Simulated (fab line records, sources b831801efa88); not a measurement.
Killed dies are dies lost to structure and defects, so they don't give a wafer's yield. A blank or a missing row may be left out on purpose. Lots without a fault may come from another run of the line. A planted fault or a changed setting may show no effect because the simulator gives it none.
Problem report in the 8D (eight disciplines) form, filled by code | flow gf180mcu | the parts of the form that need people (team, actions taken, sign-off) are left out

1. THE PROBLEM
PASSIVATION_CVD_02_THK at GF_PASSIVATION_THK_MEAS_03 reads a mean of 584 nm on 6 wafers of 2 lots; wafers without a fault read 697 nm with a standard deviation of 8.5. That is -13 standard deviations from the usual mean.
First seen on wafer L514.3, day 30 19:15, on film_metro-04. The record holds 33 wafers of 11 lots with a number at this step. Rule for "out", or "out of limits": more than 4 standard deviations from the usual mean. The other wafers with a number count as sound.

2. WHAT IT IS AND WHAT IT IS NOT
question                    | is                     | is not
which readings at this step | PASSIVATION_CVD_02_THK | -
which lots                  | L514, L515             | L506, L508, L509, L520, L521, L522, L523, L526, L529
which wafers of those lots  | all that have a number | -
read on which gauges        | film_metro-04          | film_metro-01, film_metro-03
when                        | from day 30 19:15      | up to then (9 sound wafers); but 18 sound wafers of L520, L521, L522, L523, L526, L529 came after

3. SUSPECTS, AND WHAT RULES EACH OUT
Counting: a tool at a process step up to the reading stays a suspect if it ran every lot that is out and no sound lot after the first of them.
- the gauge at GF_PASSIVATION_THK_MEAS_03: ruled out. All the wafers that are out were read on film_metro-04, but those of them that GF_PASSIVATION_ETCH_11 has rows for are out there too, on other tools.
- pecvd-02 at GF_PASSIVATION_CVD_02 (deposits Si3N4, target thk 700 nm, time 486.18 s): kept. It ran every lot that is out, first L514 (day 30 18:56), and no sound lot after that.
Left after counting: pecvd-02 at GF_PASSIVATION_CVD_02.

4. THE CAUSE (what the simulator had put in)
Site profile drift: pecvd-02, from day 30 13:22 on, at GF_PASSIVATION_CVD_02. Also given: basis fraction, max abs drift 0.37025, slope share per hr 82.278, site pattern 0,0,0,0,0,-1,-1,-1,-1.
Counting left only this tool.

5. THE CHAIN OF EFFECTS, in route order
Each row: a reading whose mean over the struck wafers that have a number lies more than 3 standard deviations from the usual. Only readings for which the record gives a usual standard deviation are gone through. hours: the time from each lot's start at the first step in this table that gives one to its start at this step, as a median over the lots. sigmas: the change in usual standard deviations.
hours | step                       | reading                | usual      | on struck wafers | change | sigmas
0     | GF_PASSIVATION_THK_MEAS_03 | PASSIVATION_CVD_02_THK | 697 nm     | 584              | -112   | -13
17    | GF_PASSIVATION_ETCH_11     | oes_product_au         | 0.961 a.u. | 0.920            | -0.041 | -5.9
The process steps in it:
- GF_PASSIVATION_ETCH_11: etches the open film in CF4/O2, stops on TiN, target depth 1800 nm, time 407.7 s.
Later measuring or inspecting steps at which every struck wafer that the step has a row for has a number for every such reading, and none has moved that far: GF_PASSIVATION_BOW_MEAS_14.

6. WHAT WOULD HAVE CAUGHT IT SOONER
In this record the first reading out of limits at a measuring or inspecting step was taken at day 30 19:15, 6 hours after the fault began at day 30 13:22.
Of the tool readings at GF_PASSIVATION_CVD_02 for which the record gives a usual standard deviation, none was out on any struck wafer, so an alarm limit of 4 standard deviations on them would not have fired.
Of the lots that are out (2), L515 began GF_PASSIVATION_CVD_02 on pecvd-02 after day 30 19:15. A hold on the tool at that time would have spared it.
